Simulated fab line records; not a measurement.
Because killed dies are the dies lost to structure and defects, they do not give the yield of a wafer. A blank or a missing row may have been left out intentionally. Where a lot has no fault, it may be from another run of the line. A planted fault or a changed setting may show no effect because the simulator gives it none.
The same fault as seen by 2 desks | flow gf180mcu | what lay behind the numbers comes last; until then each desk has only its own

THE TOOL OWNER'S DESK: krfScanner-02
The tool's own readings at GF_POLY_GATE_EXPOSE_07 (exposes mask Poly2, target cd 280 nm): means of the sampled wafers that have a number, for each lot that ran on this tool. A lot is out of limits, marked OUT, if its mean lies more than 4 standard deviations from the usual mean; the brackets give that distance.
Columns: A = exposureDoseMJCm2 at GF_POLY_GATE_EXPOSE_07, usual 27.975; B = focusOffsetNm at GF_POLY_GATE_EXPOSE_07, usual -0.1 nm
lot  | first seen here | A                 | B
L582 | day 8 22:09     | 27.989            | 0.3
L587 | day 10 09:32    | 27.718 (-8.9) OUT | -0.5
L596 | day 13 19:23    | 27.980            | 0.3
L598 | day 13 21:07    | 28.010            | -0.7
L599 | day 13 23:59    | 27.965            | -0.3
L600 | day 14 05:04    | 27.981            | -0.3
L602 | day 15 05:58    | 27.972            | 0.3
L603 | day 15 16:55    | 27.943            | -0.5
This desk finds L587 out of limits, L587 being first, at day 10 09:32 (exposureDoseMJCm2 at GF_POLY_GATE_EXPOSE_07). L582, L596, L598, L599, L600, L602, L603 stayed within limits.

FROM THE METROLOGY DESK
What the gauges read, lot by lot, whatever tool the lot ran on: means of the sampled wafers that have a number. A lot is out of limits, marked OUT, if its mean lies more than 4 standard deviations from the usual mean; the brackets give that distance.
Columns: A = DUAL_GATE_OVL at GF_DUAL_GATE_OVL_MEAS_11, usual -0.3 nm; B = POLY_GATE_CVD_00_THK at GF_POLY_GATE_THK_MEAS_01, usual 200.0 nm; C = cdNm at GF_POLY_GATE_CD_MEAS_10, usual 280.5 nm
lot  | first seen here | A    | B     | C
L581 | day 8 02:34     | -1.0 | 203.3 | 281.2
L582 | day 8 09:04     | -0.3 | 197.2 | 279.5
L587 | day 9 20:27     | -2.1 | 200.5 | 275.2 (-4.1) OUT
L590 | day 10 16:34    | 1.9  | 199.2 | 280.9
L594 | day 11 19:34    | -1.8 | 199.9 | 278.2
L597 | day 13 04:22    | -1.0 | 200.9 | 278.7
L596 | day 13 04:34    | 0.6  | 196.4 | 280.6
L598 | day 13 06:04    | -1.2 | 199.3 | 279.6
L599 | day 13 07:40    | -0.3 | 201.3 | 280.1
L600 | day 13 15:10    | -2.1 | 200.1 | 279.1
L602 | day 14 15:13    | -1.7 | 200.2 | 280.4
L603 | day 15 02:52    | 1.1  | 198.5 | 281.2
L604 | day 15 09:09    | -0.5 | 201.4 | 280.9
This desk finds L587 out of limits, L587 being first, at day 10 18:03 (cdNm at GF_POLY_GATE_CD_MEAS_10). L581, L582, L590, L594, L597, L596, L598, L599, L600, L602, L603, L604 stayed within limits.

PUT TOGETHER
The tool owner's desk had the chance to raise an alarm at day 10 09:32 on L587.
At day 10 18:03 the metrology desk could have sounded an alarm, on L587.
On krfScanner-02, each named lot ran GF_POLY_GATE_EXPOSE_07.

WHAT WAS PUT IN BY THE SIMULATOR
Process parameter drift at GF_POLY_GATE_EXPOSE_07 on krfScanner-02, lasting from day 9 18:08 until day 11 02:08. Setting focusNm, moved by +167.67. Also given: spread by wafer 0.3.
Shown lots that were struck: L587.
Counting hours from when the fault started, the first reading out of limits came at 15 for the tool owner's desk and at 24 for the metrology desk.
